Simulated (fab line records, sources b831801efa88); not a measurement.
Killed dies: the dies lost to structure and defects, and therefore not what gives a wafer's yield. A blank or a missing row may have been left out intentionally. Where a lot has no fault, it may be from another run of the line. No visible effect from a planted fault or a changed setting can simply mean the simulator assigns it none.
fab line records	flow gf180mcu
record: lots: 5	wafers: 15	lastDay: 34
route steps=602 shown V4@495 MIM@503 M5@526 V5@559
lots that met no fault: from a run of the same line without faults
startH: the number of hours between the record's first day and the start of the first shown wafer of the lot	waitH: hours since the lot's step before	" as in the row above	L1.1+2: one row covering several wafers at once	- no value, or no start was given	* or withheld: withheld	< > ~ a bound
route shown NAME@n: NAME is a module with steps in the file, n the number in the route of the first one	usual: mean and standard deviation over wafers with no fault	same: alike in all rows	chamber/n: place in a boat	sites: the reading at each site	_std_site: the values' standard deviation	_edge_site: the outer-site mean with the inner-site mean subtracted	radiusMm: for every site, how far away it sits from the centre of the wafer	mask NAME#n: copy n	behind: the most recent tool/chamber to have shaped the wafer	hold: what put the lot on hold/how long, in hours/how the hold closed	device: which transistor (n, p or np) failed to switch	end of line: the tests these same wafers got at the end of their route	a step with no rows: only its recipe	killed: dies that structure and defects cost at the first sort, which is not the same as the wafer's yield	map: dies across one wafer; x = killed, . = not, _ = none there
set.NAME: the setting the step ran with; set.NAME@STEP: the setting that earlier step ran with	model.NAME: the simulator's own value behind a step, which no gauge read
lots at selected steps of the route; one table per step, one row per wafer
services: the hour from which a tool's chamber was out of use, counted from the record's first day as startH (under 0 if before that day), plus the number of hours and why
== steps ==
step: GF_V4_STRIP_19
recipe: chemistry: postEtchResidueRemover	timeS: 1200	tempC: 72.5
step: GF_V4_CLEAN_20
recipe: chemistry: DIW	dry: n2Spin
step: GF_V4_SPUTTER_21
recipe: material: Ti	targetThkNm: 15	chamberPressurePa: 5	powerW: 2500	substrateTempC: 200	timeS: 80.02
usual: chamberPressurePa: 4.999/0.0099	throttleValvePct: 29.8/1.1
lot.wafer	tool	chamber	startH	waitH	chamberPressurePa	throttleValvePct
L756.2	pvdSputter-04	-	569.20	0.0	4.994	30.2
L756.3	"	-	"	"	4.991	30.4
L756.5	"	-	"	"	4.995	29.9
L759.2	pvdSputter-03	-	590.40	0.0	4.982	31.2
L759.4	"	-	"	"	5.011	28.4
L759.5	"	-	"	"	4.998	28.2
L770.2	pvdSputter-04	-	683.42	0.0	5.012	29.1
L770.5	"	-	"	"	5.001	29.9
L770.6	"	-	"	"	5.007	29.3
L774.2	pvdSputter-04	-	714.08	0.0	4.988	29.3
L774.3	"	-	"	"	4.993	30.0
L774.4	"	-	"	"	5.006	31.8
L775.2	pvdSputter-02	-	716.96	0.0	4.993	30.4
L775.3	"	-	"	"	4.997	30.0
L775.6	"	-	"	"	5.015	28.8
step: GF_V4_SPUTTER_22
recipe: material: TiN	targetThkNm: 10	chamberPressurePa: 5	powerW: 4000	timeS: 40
step: GF_V4_CVD_23
recipe: material: W	targetThkNm: 350	timeS: 104.9	tempC: 400	pressureTorr: 40
step: GF_V4_RS_MEAS_24
recipe: thkMeasGauge: four-point-probe	reads: W_of_V4_CVD_23+TiN_of_V4_SPUTTER_22+Ti_of_V4_SPUTTER_21
usual: V4_W_RS: 0.325/0.0045
lot.wafer	tool	chamber	startH	waitH	V4_W_RS[ohm/sq]
L756.2	filmMetro-01	-	569.43	0.1	0.322
L756.3	"	-	"	"	0.324
L756.5	"	-	"	"	0.322
L759.2	filmMetro-01	-	590.64	0.1	0.333
L759.4	"	-	"	"	0.327
L759.5	"	-	"	"	0.326
L770.2	filmMetro-03	-	683.65	0.1	0.330
L770.5	"	-	"	"	0.321
L770.6	"	-	"	"	0.327
L774.2	filmMetro-02	-	714.31	0.1	0.334
L774.3	"	-	"	"	0.334
L774.4	"	-	"	"	0.331
L775.2	filmMetro-03	-	717.19	0.1	0.328
L775.3	"	-	"	"	0.329
L775.6	"	-	"	"	0.329
step: GF_V4_THK_MEAS_25
recipe: thkMeasGauge: xrf	reads: W_of_V4_CVD_23
usual: V4_W_THK: 366/5.8
lot.wafer	tool	chamber	startH	waitH	V4_W_THK[nm]
L756.2	filmMetro-01	-	569.54	0.1	372
L756.3	"	-	"	"	367
L756.5	"	-	"	"	370
L759.2	filmMetro-01	-	590.75	0.1	359
L759.4	"	-	"	"	369
L759.5	"	-	"	"	370
L770.2	filmMetro-03	-	683.76	0.1	360
L770.5	"	-	"	"	370
L770.6	"	-	"	"	366
L774.2	filmMetro-02	-	714.42	0.1	357
L774.3	"	-	"	"	354
L774.4	"	-	"	"	359
L775.2	filmMetro-03	-	717.30	0.1	365
L775.3	"	-	"	"	362
L775.6	"	-	"	"	363
step: GF_V4_CMP_26
recipe: stopOn: SiO2	downForcePsi: 3.5	platenRpm: 60	tOverpolishS: 15	targetThkNm: 0	padVelocityMS: 0.94248
step: GF_MIM_SPUTTER_00
recipe: material: Ti	targetThkNm: 37.5	arrivingIonEnergyEv: 80	substrateTempC: 200	chamberPressurePa: 2	powerW: 4000	timeS: 150
step: GF_MIM_SPUTTER_01
recipe: material: TiN	targetThkNm: 30	powerW: 6500	timeS: 25	chamberPressurePa: 0.4
usual: chamberPressurePa: 0.3999/0.0008	throttleValvePct: 30.1/0.89
lot.wafer	tool	chamber	startH	waitH	chamberPressurePa	throttleValvePct
L756.2	pvdSputter-03	-	570.02	0.1	0.3996	30.0
L756.3	"	-	"	"	0.3998	28.6
L756.5	"	-	"	"	0.3993	30.8
L759.2	pvdSputter-01	-	591.20	0.1	0.3996	30.5
L759.4	"	-	"	"	0.3998	30.8
L759.5	"	-	"	"	0.4000	29.8
L770.2	pvdSputter-01	-	684.21	0.1	0.3978	30.5
L770.5	"	-	"	"	0.4006	30.8
L770.6	"	-	"	"	0.3989	30.6
L774.2	pvdSputter-03	-	714.87	0.1	0.4006	28.3
L774.3	"	-	"	"	0.3989	30.3
L774.4	"	-	"	"	0.3997	29.0
L775.2	pvdSputter-03	-	717.75	0.1	0.4013	28.4
L775.3	"	-	"	"	0.3999	30.2
L775.6	"	-	"	"	0.4000	29.4
step: GF_MIM_SPUTTER_02
recipe: material: AlCu	targetThkNm: 450	powerW: 10600	timeS: 23.9	chamberPressurePa: 0.4
step: GF_MIM_SPUTTER_03
recipe: material: Ti	targetThkNm: 10	substrateTempC: 300	chamberPressurePa: 0.3	powerW: 3000	timeS: 6.7
step: GF_MIM_SPUTTER_04
recipe: material: TiN	targetThkNm: 50	powerW: 6500	timeS: 41.7	chamberPressurePa: 0.4
usual: chamberPressurePa: 0.3998/0.00075	throttleValvePct: 30.1/0.87
lot.wafer	tool	chamber	startH	waitH	chamberPressurePa	throttleValvePct	model.TiN_of_MIM_SPUTTER_04.thkNm
L756.2	pvdSputter-03	-	570.10	0.0	0.4006	30.3	49.83
L756.3	"	-	"	"	0.4005	28.5	50.02
L756.5	"	-	"	"	0.4000	30.9	50.88
L759.2	pvdSputter-01	-	591.28	0.0	0.3983	30.5	50.42
L759.4	"	-	"	"	0.3994	30.6	49.77
L759.5	"	-	"	"	0.4000	29.9	50.12
L770.2	pvdSputter-01	-	684.29	0.0	0.3186	34.3	51.5
L770.5	"	-	"	"	0.3991	30.4	49.97
L770.6	"	-	"	"	0.3180	34.3	51.61
L774.2	pvdSputter-03	-	714.95	0.0	0.3997	28.4	49.53
L774.3	"	-	"	"	0.4007	30.4	49.54
L774.4	"	-	"	"	0.3998	29.3	49.94
L775.2	pvdSputter-03	-	717.84	0.0	0.3994	28.5	49.91
L775.3	"	-	"	"	0.3996	30.3	49.63
L775.6	"	-	"	"	0.4004	29.3	50.63
step: GF_MIM_CVD_05
recipe: material: Si3N4	targetThkNm: 42	tempMaxC: 400	tempC: 385	timeS: 29.086	rfW: 450
step: GF_MIM_THK_MEAS_06
recipe: reads: Si3N4_of_MIM_CVD_05
usual: MIM_CVD_05_THK: 41.8/0.51
lot.wafer	tool	chamber	startH	waitH	MIM_CVD_05_THK[nm]
L756.2	filmMetro-04	-	570.18	0.0	41.9
L756.3	"	-	"	"	41.3
L756.5	"	-	"	"	42.6
L759.2	filmMetro-03	-	591.36	0.0	41.8
L759.4	"	-	"	"	41.8
L759.5	"	-	"	"	42.4
L770.2	filmMetro-04	-	684.40	0.1	41.5
L770.5	"	-	"	"	42.4
L770.6	"	-	"	"	42.2
L774.2	filmMetro-04	-	715.04	0.0	42.0
L774.3	"	-	"	"	41.4
L774.4	"	-	"	"	42.1
L775.2	filmMetro-04	-	717.92	0.0	41.6
L775.3	"	-	"	"	40.8
L775.6	"	-	"	"	41.9
step: GF_MIM_SPUTTER_07
recipe: material: TiN	targetThkNm: 60	powerW: 6672	timeS: 50	chamberPressurePa: 0.4
usual: chamberPressurePa: 0.4000/0.00071	throttleValvePct: 30.2/0.88
lot.wafer	tool	chamber	startH	waitH	chamberPressurePa	throttleValvePct
L756.2	pvdSputter-04	-	570.23	0.0	0.3996	29.2
L756.3	"	-	"	"	0.4004	29.7
L756.5	"	-	"	"	0.3993	30.3
L759.2	pvdSputter-04	-	591.41	0.0	0.4003	29.8
L759.4	"	-	"	"	0.4012	29.1
L759.5	"	-	"	"	0.3997	29.4
L770.2	pvdSputter-04	-	684.45	0.0	0.4007	29.9
L770.5	"	-	"	"	0.4013	30.4
L770.6	"	-	"	"	0.3994	29.2
L774.2	pvdSputter-01	-	715.09	0.0	0.3995	29.6
L774.3	"	-	"	"	0.3998	31.0
L774.4	"	-	"	"	0.3991	30.8
L775.2	pvdSputter-04	-	717.97	0.0	0.4000	31.6
L775.3	"	-	"	"	0.3990	30.2
L775.6	"	-	"	"	0.3990	29.3
step: GF_MIM_SPUTTER_08
recipe: material: AlCu	targetThkNm: 200	powerW: 10600	timeS: 10.6	chamberPressurePa: 0.4
step: GF_MIM_SPUTTER_09
recipe: material: TiN	targetThkNm: 35	powerW: 6500	timeS: 29.2	chamberPressurePa: 0.4
usual: chamberPressurePa: 0.4000/0.0008	throttleValvePct: 30.2/0.87
lot.wafer	tool	chamber	startH	waitH	chamberPressurePa	throttleValvePct
L756.2	pvdSputter-04	-	570.30	0.0	0.4007	29.4
L756.3	"	-	"	"	0.3989	29.6
L756.5	"	-	"	"	0.4004	30.2
L759.2	pvdSputter-04	-	591.48	0.0	0.3992	29.8
L759.4	"	-	"	"	0.4010	29.2
L759.5	"	-	"	"	0.4009	29.4
L770.2	pvdSputter-04	-	684.52	0.0	0.4005	29.9
L770.5	"	-	"	"	0.4009	30.4
L770.6	"	-	"	"	0.3987	29.2
L774.2	pvdSputter-01	-	715.15	0.0	0.3999	29.7
L774.3	"	-	"	"	0.4002	30.9
L774.4	"	-	"	"	0.4008	30.5
L775.2	pvdSputter-04	-	718.03	0.0	0.3997	31.7
L775.3	"	-	"	"	0.3993	30.8
L775.6	"	-	"	"	0.4002	29.2
step: GF_MIM_RS_MEAS_10
recipe: thkMeasGauge: four-point-probe	reads: TiN_of_MIM_SPUTTER_09+AlCu_of_MIM_SPUTTER_08+TiN_of_MIM_SPUTTER_07
usual: MIM_ALCU_RS: 0.1590/0.0021
lot.wafer	tool	chamber	startH	waitH	MIM_ALCU_RS[ohm/sq]
L756.2	filmMetro-03	-	570.35	0.0	0.1579
L756.3	"	-	"	"	0.1610
L756.5	"	-	"	"	0.1576
L759.2	filmMetro-03	-	591.53	0.0	0.1640
L759.4	"	-	"	"	0.1598
L759.5	"	-	"	"	0.1595
L770.2	filmMetro-04	-	684.57	0.0	0.1601
L770.5	"	-	"	"	0.1559
L770.6	"	-	"	"	0.1550
L774.2	filmMetro-02	-	715.21	0.0	0.1603
L774.3	"	-	"	"	0.1604
L774.4	"	-	"	"	0.1582
L775.2	filmMetro-02	-	718.09	0.0	0.1581
L775.3	"	-	"	"	0.1558
L775.6	"	-	"	"	0.1569
step: GF_MIM_THK_MEAS_11
recipe: thkMeasGauge: xrf	reads: AlCu_of_MIM_SPUTTER_08
usual: MIM_ALCU_THK: 198.6/2.7
lot.wafer	tool	chamber	startH	waitH	MIM_ALCU_THK[nm]
L756.2	filmMetro-03	-	570.46	0.1	197.3
L756.3	"	-	"	"	193.6
L756.5	"	-	"	"	197.4
L759.2	filmMetro-03	-	591.64	0.1	192.4
L759.4	"	-	"	"	197.5
L759.5	"	-	"	"	197.3
L770.2	filmMetro-04	-	684.68	0.1	198.9
L770.5	"	-	"	"	202.9
L770.6	"	-	"	"	204.0
L774.2	filmMetro-02	-	715.32	0.1	196.3
L774.3	"	-	"	"	197.1
L774.4	"	-	"	"	199.1
L775.2	filmMetro-02	-	718.20	0.1	199.3
L775.3	"	-	"	"	201.8
L775.6	"	-	"	"	201.2
step: GF_MIM_DEHYDRATE_12
recipe: tempC: 200	timeS: 60
step: GF_MIM_HMDS_13
recipe: primeTimeS: 60	primeTempC: 120
step: GF_MIM_COAT_14
recipe: resist: NOVOLAK	spinRpm: 3000	resistThkNm: 1000
step: GF_MIM_SOFTBAKE_15
recipe: tempC: 90	timeS: 60	resist: NOVOLAK
step: GF_MIM_EXPOSE_16
recipe: maskId: FuseTop	targetCdNm: 2000	na: 0.6	sourceShape: conventional	sigmaOuter: 0.6	doseMj: 140
step: GF_MIM_PEB_17
recipe: tempC: withheld	timeS: *	resist: NOVOLAK
step: GF_MIM_DEVELOP_18
recipe: developTimeS: 60	devTempC: 23
step: GF_MIM_METAL_ETCH_19
recipe: chemistry: Cl2/BCl3	maskMaterial: NOVOLAK	stopOn: Si3N4	targetDepthNm: 324.5	pressureMtorr: 8	icpW: 800	biasW: 140	Cl2_flow_sccm: 80	bcl3FlowSccm: 40	timeS: 54.1
step: GF_MIM_STRIP_20
recipe: chemistry: O2/N2	powerW: 1400	pressureMtorr: 1500	platenTempC: 250	o2FlowSccm: 3000	n2FlowSccm: 300	overashFraction: 0.5
step: GF_MIM_STRIP_21
recipe: chemistry: postEtchResidueRemover	timeS: 1200	tempC: 72.5
step: GF_MIM_CLEAN_22
recipe: chemistry: DIW	dry: n2Spin
step: GF_M5_DEHYDRATE_00
recipe: tempC: 200	timeS: 60
step: GF_M5_HMDS_01
recipe: primeTimeS: 60	primeTempC: 120
step: GF_M5_COAT_02
recipe: resist: KrF	spinRpm: withheld	resistThkNm: 1000
step: GF_M5_SOFTBAKE_03
recipe: tempC: 130	timeS: 60	resist: KrF
step: GF_M5_EXPOSE_04
recipe: maskId: Metal5	targetCdNm: 280	na: 0.68	sourceShape: conventional	sigmaOuter: 0.6	doseMj: 28
step: GF_M5_PEB_05
recipe: pebTempC: 135	pebTimeS: 90	resist: KrF
step: GF_M5_DEVELOP_06
recipe: developTimeS: 60	devTempC: 21
step: GF_M5_CD_MEAS_07
recipe: targetCdNm: 280
usual: cdNm: 280.0/1.2
lot.wafer	tool	chamber	startH	waitH	cdNm
L756.2	cdSem-02	-	613.72	0.1	280.5
L756.3	"	-	"	"	279.1
L756.5	"	-	"	"	279.4
L759.2	cdSem-02	-	635.00	0.1	280.5
L759.4	"	-	"	"	280.8
L759.5	"	-	"	"	281.5
L770.2	cdSem-02	-	720.57	0.1	280.0
L770.5	"	-	"	"	278.9
L770.6	"	-	"	"	280.2
L774.2	cdSem-01	-	749.00	0.1	281.2
L774.3	"	-	"	"	280.6
L774.4	"	-	"	"	281.6
L775.2	cdSem-01	-	753.05	0.1	279.6
L775.3	"	-	"	"	280.1
L775.6	"	-	"	"	280.3
step: GF_M5_OVL_MEAS_08
usual: M5_OVL: 4/5.8
lot.wafer	tool	chamber	startH	waitH	M5_OVL[nm]
L756.2	overlay-01	-	613.83	0.1	5
L756.3	"	-	"	"	11
L756.5	"	-	"	"	14
L759.2	overlay-02	-	635.11	0.1	5
L759.4	"	-	"	"	7
L759.5	"	-	"	"	-3
L770.2	overlay-02	-	720.68	0.1	1
L770.5	"	-	"	"	-8
L770.6	"	-	"	"	3
L774.2	overlay-01	-	749.11	0.1	11
L774.3	"	-	"	"	10
L774.4	"	-	"	"	16
L775.2	overlay-01	-	753.16	0.1	12
L775.3	"	-	"	"	5
L775.6	"	-	"	"	6
step: GF_M5_ETCH_09
recipe: chemistry: CF4/O2	target: Si3N4	targetDepthNm: 52	sourceW: 800	biasW: 150	pressureMtorr: 150	cf4FlowSccm: 80	O2_flow_sccm: 10	timeS: 11.6
step: GF_M5_METAL_ETCH_10
recipe: chemistry: Cl2/BCl3	maskMaterial: KrF	targetDepthNm: 750.8	stopOn: SiO2	pressureMtorr: 8	icpW: 808.9	biasW: 140	Cl2_flow_sccm: 80	bcl3FlowSccm: 40	timeS: 125.1
usual: drypumpMotorCurrentA: 5.5/0.33	oesProductAu: 0.992/0.0051	throttleValvePct: 28.228/0.0097
lot.wafer	tool	chamber	startH	waitH	drypumpMotorCurrentA	oesProductAu	rfHoursCounterH	throttleValvePct
L756.2	rieMetal-02	0	613.88	0.0	5.6	0.985	8	28.241
L756.3	"	0	"	"	5.6	1.002	-	28.232
L756.5	"	1	"	"	4.9	0.981	-	28.239
L759.2	rieMetal-02	1	635.16	0.0	4.9	0.988	5	28.210
L759.4	"	1	"	"	4.9	0.999	-	28.213
L759.5	"	0	"	"	5.6	0.994	-	28.229
L770.2	rieMetal-01	1	720.73	0.0	5.6	0.997	11	28.219
L770.5	"	1	"	"	5.5	0.995	-	28.228
L770.6	"	0	"	"	5.9	0.993	-	28.233
L774.2	rieMetal-02	0	749.16	0.0	5.6	0.981	14	28.231
L774.3	"	1	"	"	4.9	1.000	-	28.220
L774.4	"	0	"	"	5.6	0.993	-	28.227
L775.2	rieMetal-04	0	753.21	0.0	5.4	0.997	10	28.221
L775.3	"	1	"	"	5.2	0.980	-	28.236
L775.6	"	0	"	"	5.4	0.991	-	28.221
step: GF_V5_STRIP_19
recipe: chemistry: postEtchResidueRemover	timeS: 1200	tempC: 72.5
usual: bathHeatDutyPct: 14.2/2.5
lot.wafer	tool	chamber	startH	waitH	bathHeatDutyPct	model.TiN_of_MIM_SPUTTER_04.thkNm
L756.2	wetBench-01	2	636.74	0.1	13.4	49.42
L756.3	"	2	"	"	13.3	49.6
L756.5	"	2	"	"	13.7	50.46
L759.2	wetBench-02	0	656.81	0.1	18.6	50
L759.4	"	0	"	"	17.7	49.34
L759.5	"	0	"	"	17.1	49.7
L770.2	wetBench-01	1	739.79	0.1	15.3	51.09
L770.5	"	1	"	"	13.9	49.56
L770.6	"	1	"	"	14.9	51.2
L774.2	wetBench-04	3	767.41	0.1	13.5	49.11
L774.3	"	3	"	"	12.2	49.12
L774.4	"	3	"	"	13.8	49.52
L775.2	wetBench-04	3	771.12	0.1	11.9	49.48
L775.3	"	3	"	"	13.9	49.21
L775.6	"	3	"	"	14.3	50.21
== services ==
tool	chamber	startH	hours	kind
pvdSputter-04	1	557.23	-	consumableReplace:kit
pvdSputter-04	1	557.23	18.0	scheduledDown
pvdSputter-04	1	557.23	18.0	ventCycle
pvdSputter-01	3	575.37	-	consumableReplace:kit
pvdSputter-01	3	575.37	18.0	scheduledDown
pvdSputter-01	3	575.37	18.0	ventCycle
rieMetal-04	0	590.49	9.3	repair
pvdSputter-04	-	593.57	2.4	repair
wetBench-01	-	615.94	3.9	repair
pvdSputter-04	-	647.61	0.5	repair
pvdSputter-01	-	651.42	2.2	repair
rieMetal-04	0	659.12	3.7	repair
rieMetal-01	0	663.44	14.1	repair
pvdSputter-02	-	673.60	1.5	repair
wetBench-02	-	681.06	34.1	pm
pvdSputter-03	-	688.71	1.6	repair
pvdSputter-04	0	690.24	-	consumableReplace:kit
pvdSputter-04	0	690.24	18.0	scheduledDown
pvdSputter-04	0	690.24	18.0	ventCycle
pvdSputter-03	2	694.48	-	consumableReplace:kit
pvdSputter-03	2	694.48	18.0	scheduledDown
pvdSputter-03	2	694.48	18.0	ventCycle
rieMetal-04	0	720.62	5.7	repair
rieMetal-04	-	763.24	1.4	pm
== key ==
firstSign: step: GF_MIM_SPUTTER_04	reading: chamberPressurePa	direction: down	sigmas: 99+	usual: 0.3998	struck: 0.3183
effect: step: GF_MIM_SPUTTER_04	reading: throttleValvePct	direction: up	sigmas: 4.8	usual: 30.1	struck: 34.3
modelEffect: step: GF_MIM_SPUTTER_04	value: TiN_of_MIM_SPUTTER_04.thkNm	without: 50.01	struck: 51.56
modelEffect: step: GF_V5_STRIP_19	value: TiN_of_MIM_SPUTTER_04.thkNm	without: 49.6	struck: 51.15
metAt GF_MIM_SPUTTER_04
struckWafers L770.2,L770.6
onsetBetween 591.28 684.29
fault: kind: processParameterDrift	tool: pvdSputter-01	chamber: -	onsetH: 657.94	steps: GF_MIM_SPUTTER_04	channel: chamberPressurePa	offset: -0.082154	shape: step	endH: 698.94	actsIn: theseRecipesOnly	stated: 0.4	scope: struckWafersOnly
